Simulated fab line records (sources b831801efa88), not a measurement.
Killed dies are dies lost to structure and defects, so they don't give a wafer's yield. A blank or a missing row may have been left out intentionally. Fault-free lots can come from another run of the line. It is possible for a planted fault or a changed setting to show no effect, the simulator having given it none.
Matching of chambers / flow sky130 / rie_diel-03 running SKY_CONTACT_ETCH_17: 4 sister chambers
The step etches SiO2 in C4F8/O2/Ar, stops on Si3N4, target depth 340 nm. 22 wafers are shown with their chamber, then 11 later ones without.

## WAFERS, EACH WITH ITS CHAMBER
wafer=L081.1; chamber=2; oes_product_au (a.u.)=0.892
wafer=L081.3; chamber=3; oes_product_au (a.u.)=0.889
wafer=L081.4; chamber=1; oes_product_au (a.u.)=0.889
wafer=L082.1; chamber=2; oes_product_au (a.u.)=0.897
wafer=L082.5; chamber=3; oes_product_au (a.u.)=0.889
wafer=L082.6; chamber=2; oes_product_au (a.u.)=0.898
wafer=L086.1; chamber=3; oes_product_au (a.u.)=0.882
wafer=L086.3; chamber=0; oes_product_au (a.u.)=0.907
wafer=L086.4; chamber=1; oes_product_au (a.u.)=0.893
wafer=L089.2; chamber=0; oes_product_au (a.u.)=0.889
wafer=L089.3; chamber=2; oes_product_au (a.u.)=0.897
wafer=L089.4; chamber=3; oes_product_au (a.u.)=0.885
wafer=L090.1; chamber=2; oes_product_au (a.u.)=0.888
wafer=L090.2; chamber=0; oes_product_au (a.u.)=0.893
wafer=L090.3; chamber=3; oes_product_au (a.u.)=0.891
wafer=L090.4; chamber=1; oes_product_au (a.u.)=0.888
wafer=L090.5; chamber=1; oes_product_au (a.u.)=0.892
wafer=L090.6; chamber=2; oes_product_au (a.u.)=0.901
wafer=L093.3; chamber=1; oes_product_au (a.u.)=0.888
wafer=L093.4; chamber=3; oes_product_au (a.u.)=0.899
wafer=L093.5; chamber=0; oes_product_au (a.u.)=0.895
wafer=L094.1; chamber=1; oes_product_au (a.u.)=0.894

SIGNATURES (averages over the wafers above)
reading=oes_product_au; chamber 0=0.89600; chamber 1=0.89067; chamber 2=0.89550; chamber 3=0.88917; scatter within a chamber=0.00524
Rule: for a wafer and a chamber, the distance is found by dividing, reading by reading, the gap between the wafer's reading and the chamber's mean by the reading's scatter, squaring, summing and taking the root. The wafer belongs to the nearest chamber; if the next one is less than 2 further off, it can't be placed. The scatter: take each reading less its chamber's mean, square it, sum over the shown wafers, divide by the number of wafers less the number of chambers, and take the root.

## WAFERS WHOSE CHAMBER IS MISSING
wafer=L094.2; oes_product_au (a.u.)=0.887
wafer=L094.3; oes_product_au (a.u.)=0.891
wafer=L094.4; oes_product_au (a.u.)=0.890
wafer=L094.5; oes_product_au (a.u.)=0.885
wafer=L094.6; oes_product_au (a.u.)=0.890
wafer=L097.1; oes_product_au (a.u.)=0.896
wafer=L097.2; oes_product_au (a.u.)=0.898
wafer=L097.3; oes_product_au (a.u.)=0.890
wafer=L097.4; oes_product_au (a.u.)=0.892
wafer=L097.5; oes_product_au (a.u.)=0.889
wafer=L097.6; oes_product_au (a.u.)=0.888

## WHICH CHAMBER EACH WENT THROUGH
wafer=L094.2; from the rows above=can't be placed: 3 or 1 or 2 or 0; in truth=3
wafer=L094.3; from the rows above=can't be placed: 1 or 3 or 2 or 0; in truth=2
wafer=L094.4; from the rows above=can't be placed: 1 or 3 or 2 or 0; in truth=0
wafer=L094.5; from the rows above=can't be placed: 3 or 1 or 2 or 0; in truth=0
wafer=L094.6; from the rows above=can't be placed: 1 or 3 or 2 or 0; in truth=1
wafer=L097.1; from the rows above=can't be placed: 0 or 2 or 1 or 3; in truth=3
wafer=L097.2; from the rows above=can't be placed: 0 or 2 or 1 or 3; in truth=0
wafer=L097.3; from the rows above=can't be placed: 1 or 3 or 2 or 0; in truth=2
wafer=L097.4; from the rows above=can't be placed: 1 or 3 or 2 or 0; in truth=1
wafer=L097.5; from the rows above=can't be placed: 3 or 1 or 2 or 0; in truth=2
wafer=L097.6; from the rows above=can't be placed: 3 or 1 or 2 or 0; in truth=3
0 of 11 placed correctly. Cannot be placed on the basis of these rows: 11; the candidates contain the true chamber in 11. 0 placed wrongly.
